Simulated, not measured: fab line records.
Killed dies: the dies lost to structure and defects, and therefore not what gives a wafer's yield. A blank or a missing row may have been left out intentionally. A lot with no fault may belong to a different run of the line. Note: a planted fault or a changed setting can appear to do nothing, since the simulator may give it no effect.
What tool caused it? ; flow gf180mcu ; Sampling: 13 lots, 37 wafers, 6 of 602 route steps

WHAT THE GAUGES READ, wafer by wafer
GF_LVPWELL_TW_MEAS_11. Usual: LVPWELL_TW 565, standard deviation 6.
lot;measured;on;LVPWELL_TW;flag
L143;day 3 22:15;filmMetro-02;569 568 566;
L146;day 4 13:00;filmMetro-01;561 562 562;
L147;day 4 20:27;filmMetro-02;571 570 572;
L148;day 5 04:30;filmMetro-02;571 574 571;
L149;day 5 05:58;filmMetro-02;569 571 571;
L152;day 6 02:20;filmMetro-04;545 559;
L153;day 6 05:10;filmMetro-04;558 559 560;
L154;day 6 12:00;filmMetro-01;558 543;
L160;day 7 20:43;filmMetro-04;562 564 563;
L161;day 8 01:21;filmMetro-01;560 557 558;
L164;day 8 19:42;filmMetro-02;571 573 571;
L165;day 8 23:30;filmMetro-02;575 579 574;
L166;day 9 05:25;filmMetro-04;560 559 561;

GF_MVPSD_OVL_MEAS_07. Usual: MVPSD_OVL 0.8 nm, standard deviation 1.2.
lot;measured;on;MVPSD_OVL (nm);flag
L143;day 5 01:46;overlay-01;-0.5 -1.0 -0.1;
L146;day 5 16:43;overlay-02;1.3 2.1 1.7;
L147;day 6 00:46;overlay-01;1.0 2.5 0.9;
L148;day 6 09:13;overlay-02;1.3 2.7 1.3;
L149;day 6 11:14;overlay-02;2.0 1.9 3.4;
L152;day 7 08:59;overlay-01;1.5 -0.1;
L153;day 7 12:43;overlay-01;-0.6 -2.6 -1.3;
L154;day 7 20:04;overlay-01;1.6 2.4;
L160;day 9 05:37;overlay-02;1.9 2.7 1.5;
L161;day 9 10:28;overlay-02;-1.3 -1.2 0.8;
L164;day 10 06:16;overlay-02;0.0 -1.0 0.3;
L165;day 10 10:04;overlay-02;1.6 0.9 -0.1;
L166;day 10 15:50;overlay-01;0.7 -0.5 0.2;

GF_VT_IMPLANT_OVL_MEAS_07. Usual: VT_IMPLANT_OVL 0.0 nm, standard deviation 1.7.
lot;measured;on;VT_IMPLANT_OVL (nm);flag
L143;day 5 15:37;overlay-02;-1.5 -1.7 -0.5;
L146;day 6 07:31;overlay-02;1.0 3.5 2.5;
L147;day 6 15:22;overlay-02;-0.8 -1.4 -0.2;
L148;day 7 00:31;overlay-01;0.8 1.9 -0.5;
L149;day 7 02:26;overlay-02;0.0 0.9 0.4;
L152;day 8 00:41;overlay-01;-0.8 1.8;
L153;day 8 05:28;overlay-02;0.3 0.3 -2.5;
L154;day 8 11:55;overlay-02;-1.3 -3.2;
L160;day 9 22:58;overlay-02;1.7 -2.0 -1.3;
L161;day 10 03:49;overlay-01;0.7 -1.2 -2.3;
L164;day 11 00:52;overlay-01;0.5 1.7 1.1;
L165;day 11 04:34;overlay-02;4.2 3.0 3.4;
L166;day 11 10:02;overlay-01;-1.2 -1.7 -2.8;

GF_VT_IMPLANT_RS_MEAS_48: a four-point-probe measurement. Usual: LVPWELL_RS 1196.1 ohm/sq, standard deviation 2.7.
lot;measured;on;LVPWELL_RS (ohm/sq);flag
L143;day 7 14:18;filmMetro-01;1196.3 1193.9 1194.8;
L146;day 8 07:30;filmMetro-02;1196.1 1194.2 1193.9;
L147;day 8 15:45;filmMetro-01;1195.7 1192.9 1193.2;
L148;day 9 00:46;filmMetro-02;1191.3 1190.7 1191.2;
L149;day 9 04:03;filmMetro-02;1193.4 1199.6 1193.8;
L152;day 10 03:20;filmMetro-02;1256.2 1195.2;OFF
L153;day 10 08:32;filmMetro-02;1195.7 1194.1 1197.6;
L154;day 10 16:51;filmMetro-02;1191.9 1253.6;OFF
L160;day 12 06:43;filmMetro-02;1197.9 1194.5 1196.5;
L161;day 12 12:03;filmMetro-04;1197.5 1196.7 1200.1;
L164;day 13 11:15;filmMetro-01;1197.5 1197.0 1197.8;
L165;day 13 17:12;filmMetro-01;1195.1 1194.5 1196.4;
L166;day 13 22:24;filmMetro-01;1194.6 1191.4 1194.8;

WHICH TOOL RAN EACH LOT (tool, then ch and the chambers of the sampled wafers, then the start)
lot;GF_LVPWELL_IMPLANT_08;GF_VT_IMPLANT_STRIP_20
L143;implanter-04 ch 0, day 3 21:51;plasmaAsher-01 ch 0,1, day 6 06:42
L146;implanter-03 ch 0, day 4 12:36;plasmaAsher-04 ch 0,1, day 6 22:48
L147;implanter-04 ch 0, day 4 20:03;plasmaAsher-01 ch 0,1, day 7 07:12
L148;implanter-03 ch 0, day 5 04:06;plasmaAsher-04 ch 0,1, day 7 16:06
L149;implanter-04 ch 0, day 5 05:36;plasmaAsher-01 ch 0,1, day 7 18:14
L152;implanter-04 ch 0, day 6 02:00;plasmaAsher-04 ch 0,1, day 8 16:58
L153;implanter-03 ch 0, day 6 04:47;plasmaAsher-02 ch 0,1, day 8 22:15
L154;implanter-04 ch 0, day 6 11:36;plasmaAsher-02 ch 0, day 9 05:24
L160;implanter-03 ch 0, day 7 20:19;plasmaAsher-02 ch 1, day 10 16:30
L161;implanter-03 ch 0, day 8 00:57;plasmaAsher-02 ch 0,1, day 10 21:42
L164;implanter-03 ch 0, day 8 19:18;plasmaAsher-04 ch 0,1, day 11 19:24
L165;implanter-02 ch 0, day 8 23:06;plasmaAsher-01 ch 0,1, day 12 00:12
L166;implanter-02 ch 0, day 9 05:03;plasmaAsher-02 ch 0,1, day 12 05:23
- GF_LVPWELL_IMPLANT_08
- GF_VT_IMPLANT_STRIP_20: strips in O2/N2.

AS READ BY THE TOOLS THEMSELVES (means over the sampled wafers that have a number; for cases with no such wafer, the mark the record gives instead)
GF_LVPWELL_IMPLANT_08. Usual: tiltDeg -0.002 degrees, standard deviation 0.018.
lot;tool;tiltDeg (degrees);flag
L143;implanter-04;-0.007;
L146;implanter-03;-0.009;
L147;implanter-04;-0.009;
L148;implanter-03;-0.006;
L149;implanter-04;-0.016;
L152;implanter-04;-0.013;
L153;implanter-03;0.014;
L154;implanter-04;-0.026;
L160;implanter-03;-0.014;
L161;implanter-03;0.008;
L164;implanter-03;-0.015;
L165;implanter-02;-0.010;
L166;implanter-02;-0.009;

GF_VT_IMPLANT_STRIP_20. Usual: chamberPressureMTorr 1500.0 mTorr, standard deviation 1.4; drypumpMotorCurrentA 5.8 A, standard deviation 0.34; heaterPowerW 347 W, standard deviation 24; oesProductAu 0.716 a.u., standard deviation 0.0043; stripTimeToEndpointS 12.620 s, standard deviation 0.028.
lot;tool;chamberPressureMTorr (mTorr);drypumpMotorCurrentA (A);heaterPowerW (W);oesProductAu (a.u.);stripTimeToEndpointS (s);flag
L143;plasmaAsher-01;1500.8;5.8;352;0.719;12.611;
L146;plasmaAsher-04;1500.8;5.8;364;0.710;12.619;
L147;plasmaAsher-01;1500.0;5.9;334;0.717;12.610;
L148;plasmaAsher-04;1498.9;5.7;364;0.717;12.687;
L149;plasmaAsher-01;1499.3;5.8;347;0.716;12.612;
L152;plasmaAsher-04;1498.2;5.6;364;0.716;12.628;
L153;plasmaAsher-02;1501.1;6.2;328;0.713;12.619;
L154;plasmaAsher-02;1499.0;6.3;321;0.721;12.614;
L160;plasmaAsher-02;1498.7;5.7;350;0.715;12.612;
L161;plasmaAsher-02;1500.8;5.9;338;0.713;12.610;
L164;plasmaAsher-04;1501.5;5.5;370;0.719;12.606;
L165;plasmaAsher-01;1499.9;5.9;333;0.714;12.638;
L166;plasmaAsher-02;1498.8;6.1;329;0.717;12.579;

THE ANSWER, worked out from the rows above alone
Rule: lot off if the mean of its wafers having a number is beyond 3 standard deviations from the usual mean. Also off: a lot with no number at a reading for which 4 or more lots have one. All remaining lots with rows at the step are treated as sound. The gauges are gone through in route order, then the tools' own readings, and for those a lot's mean is taken as printed above. The first step at which some lot is off is used, and at that step the reading that is off furthest; a lot without a number counts as furthest.
Off: L152, L154, at GF_VT_IMPLANT_RS_MEAS_48 (LVPWELL_RS).
If a tool, at a process step before that reading, ran all the lots that are off and no sound lot after the first of them, it fits. Those tools and the gauges at GF_VT_IMPLANT_RS_MEAS_48 are tried in the same way. One candidate fits, namely implanter-04 at GF_LVPWELL_IMPLANT_08. A fault onset in the window from L149 (day 5 05:36, its last sound lot) to L152 (day 6 02:00, its first lot off) fits.

WHAT THE SIMULATOR PUT IN
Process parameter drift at GF_LVPWELL_IMPLANT_08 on implanter-04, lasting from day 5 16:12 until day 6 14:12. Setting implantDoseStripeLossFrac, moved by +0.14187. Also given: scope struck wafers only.
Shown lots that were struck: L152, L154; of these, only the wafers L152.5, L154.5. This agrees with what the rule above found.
